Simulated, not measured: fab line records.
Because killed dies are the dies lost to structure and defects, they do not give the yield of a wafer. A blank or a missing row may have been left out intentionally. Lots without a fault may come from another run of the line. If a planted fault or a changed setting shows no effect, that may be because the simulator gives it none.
A struck lot beside a sound one || flow sky130 || 27 steps out of a route of 708
Sound: these wafers, L206.1, L206.2, L206.4. Struck: wafer L209.4. (L209.2, L209.6 of the same lot were not struck and are left out.) The cause comes at the end.
For every step that has rows: the tool of each side, followed by ch and its chambers, followed by its first start. Under that, the readings that differ: sound wafers || struck wafers || difference of the means || sigmas: that difference in standard deviations of wafers without a fault.
alike: readings with means less than 2 such deviations apart, plus words and numbers identical on both sides. not compared: withheld readings, readings lacking a value on some wafer, bounds such as >300 that could conceal the same value, and numbers that have no deviation in the record and whose values overlap.
A row with sigmas, a row that says differs or no value, or rows on one side alone: a step with any of these is where the two part. Non-overlapping numbers with no deviation appear without sigmas and do not part them. A reading that every wafer of one side lacks parts them only if that side has two wafers or more.

first, 2 steps without rows for these wafers: SKY_LDD_LDN_PEB_05; SKY_LDD_LDN_DEVELOP_06 (develop time 60 s).
SKY_LDD_LDN_OVL_MEAS_07:
  sound on overlay-02 at day 25 18:44; struck on overlay-01 at day 26 11:53
  alike: LDD_LDN_OVL
then, 4 steps without rows for these wafers: SKY_LDD_LDN_IMPLANT_08; SKY_LDD_LDN_IMPLANT_09; SKY_LDD_LDN_IMPLANT_10; SKY_LDD_LDN_IMPLANT_11.
SKY_LDD_LDN_STRIP_12: strips in O2/N2.
  sound on plasma asher-03 ch 0,1, day 25 19:22; struck on plasma asher-01 ch 1, day 26 12:31
  alike: chamber pressure mTorr, drypump motor current A, oes product au, strip time to endpoint s
  not compared: rf hours counter h
SKY_LDD_LDN_TW_MEAS_13:
  sound on film metro-03 at day 25 19:28; struck on film metro-02 at day 26 12:38
  alike: LDD_LDN_TW
then, 2 steps without rows for these wafers: SKY_LDD_LDN_CLEAN_14 (cleans in SC1/SC2, time 150 s); SKY_SPACER_CVD_00 (deposits Si3N4 from DCS/NH3, target thk 43.1 nm, time 740 s).
SKY_SPACER_THK_MEAS_01:
  sound on film metro-04 at day 25 20:50; struck on film metro-04 at day 26 14:00
  alike: SPACER_CVD_00_THK
SKY_SPACER_ETCHBACK_02: etches Si3N4 in CH3F/O2, stops on SiO2, time 46.7 s, target depth 45 nm.
  sound on rie diel-01 ch 0,1,3, day 25 20:54; struck on rie diel-01 ch 0, day 26 14:03
{"reading": "oes product au (a.u.)", "sound": "0.834 0.850 0.848", "struck": 0.709, "difference": -0.135, "sigmas": -19}
{"reading": "run length s (s)", "sound": "75.0 74.5 74.1", "struck": 93.9, "difference": "+19.4", "sigmas": "+39"}
{"reading": "model.SiO2_of_SONOS_ONO_CVD_04.thk nm (nm)", "sound": "4.373 4.39 4.469", "struck": 2.302, "difference": -2.109, "sigmas": ""}
  alike: chamber pressure mTorr, drypump motor current A, rf fwd power W, throttle valve pct
  not compared: rf hours counter h
then, 8 steps without rows for these wafers: SKY_POLY_CUT_DEHYDRATE_00 (time 60 s); SKY_POLY_CUT_HMDS_01 (prime time 60 s); SKY_POLY_CUT_COAT_02 (resist thk 60 nm); SKY_POLY_CUT_COAT_03 (resist thk 450 nm); SKY_POLY_CUT_SOFTBAKE_04 (time 90 s); SKY_POLY_CUT_EXPOSE_05 (exposes mask NPCM, target cd 270 nm); SKY_POLY_CUT_PEB_06; SKY_POLY_CUT_DEVELOP_07 (develop time 60 s).
SKY_POLY_CUT_CD_MEAS_08: the cd target is 270 nm.
  sound on cd sem-02 at day 27 01:56; struck on cd sem-02 at day 27 19:10
  alike: cd nm
SKY_POLY_CUT_OVL_MEAS_09:
  sound on overlay-02 at day 27 02:03; struck on overlay-02 at day 27 19:16
  alike: POLY_CUT_OVL
SKY_POLY_CUT_ETCH_10: etches BARC in N2/H2, stops on SiO2, time 45.9 s, target depth 60 nm.
  sound on rie diel-04 ch 0,2,3, day 27 02:05; struck on rie diel-03 ch 1, day 27 19:18
  alike: chamber pressure mTorr, drypump motor current A, oes product au, rf fwd power W, throttle valve pct
  not compared: rf hours counter h
SKY_POLY_CUT_ETCH_11: etches Si3N4 in CF4/CH2F2/Ar, stops on poly-Si, time 42.5 s, target depth 60 nm.
  sound on rie diel-04 ch 0,2,3, day 27 02:08; struck on rie diel-03 ch 1, day 27 19:20
{"reading": "oes product au (a.u.)", "sound": "0.831 0.842 0.832", "struck": 0.793, "difference": -0.042, "sigmas": -6}
{"reading": "model.POLY_CUT.feature depth nm (nm)", "sound": "62.46 62.78 61.14", "struck": 56.73, "difference": -5.40, "sigmas": ""}
{"reading": "model.etch.depth nm (nm)", "sound": "62.46 62.78 61.14", "struck": 56.73, "difference": -5.40, "sigmas": ""}
  alike: cf4 flow sccm, chamber pressure mTorr, drypump motor current A, mfc ar sccm, rf fwd power W, throttle valve pct
  not compared: rf hours counter h
SKY_POLY_CUT_STRIP_12: strips in O2/N2.
  sound on plasma asher-03 ch 0,1, day 27 02:10; struck on plasma asher-01 ch 1, day 27 19:23
  alike: chamber pressure mTorr, drypump motor current A, oes product au, strip time to endpoint s
  not compared: rf hours counter h
-- record jumps: 20 days separate the struck wafers' starts on either side; left off in module POLY_CUT, taken up again in module PAD_OPEN, whose first shown step is the route's number 708 --
SKY_PAD_OPEN_PROBE_99:
  sound on prober-02 at day 47 21:39; struck on prober-01 at day 48 05:56
{"reading": "killed at front end", "sound": "18 15 11", "struck": 32, "difference": "+17", "sigmas": "+4"}
{"reading": "killed dies", "sound": "70 74 70", "struck": 108, "difference": "+37", "sigmas": "+4"}
{"reading": "killed open", "sound": "32 41 40", "struck": 59, "difference": "+21", "sigmas": "+3"}
{"reading": "killed short", "sound": "38 33 29", "struck": 49, "difference": "+16", "sigmas": "+2"}
{"reading": "model.etest.pfet_01v8.r on ohm um", "sound": "2807 2802 2890", "struck": 2734, "difference": -99, "sigmas": ""}
{"reading": "model.etest.res pdiff.line ohm um", "sound": "1354 1364 1344", "struck": 1268, "difference": -86, "sigmas": ""}
{"reading": "model.etest.res ndiff.line ohm um", "sound": "744.5 767.2 745.4", "struck": 716, "difference": -36, "sigmas": ""}
{"reading": "model.etest.nfet g5v0d10v5.r on ohm um", "sound": "1876 1858 1866", "struck": 1851, "difference": -16, "sigmas": ""}
{"reading": "model.etest.sonos uncharged.r on ohm um", "sound": "803.8 815.9 827.5", "struck": 795.1, "difference": -20.6, "sigmas": ""}
{"reading": "model.etest.pfet_01v8.drive ua um", "sound": "200.8 199.4 194", "struck": 209.4, "difference": "+11.3", "sigmas": ""}
{"reading": "model.etest.nfet_01v8_lvt.drive ua um", "sound": "560.7 568.5 565.8", "struck": 580.4, "difference": "+15.4", "sigmas": ""}
{"reading": "model.etest.res pdiff.rs ohm sq", "sound": "196.9 196.5 195.8", "struck": 180, "difference": -16, "sigmas": ""}
  alike: killed_at_M0_to_M3, killed_at_M4_up, killed at contacts, killed at other

WHERE THEY PART
First at SKY_SPACER_ETCHBACK_02; last, within this record, at SKY_PAD_OPEN_PROBE_99.

WHY: whatever the simulator had introduced
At SKY_SPACER_ETCHBACK_02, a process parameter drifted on rie diel-01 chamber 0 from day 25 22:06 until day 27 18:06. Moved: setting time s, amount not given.
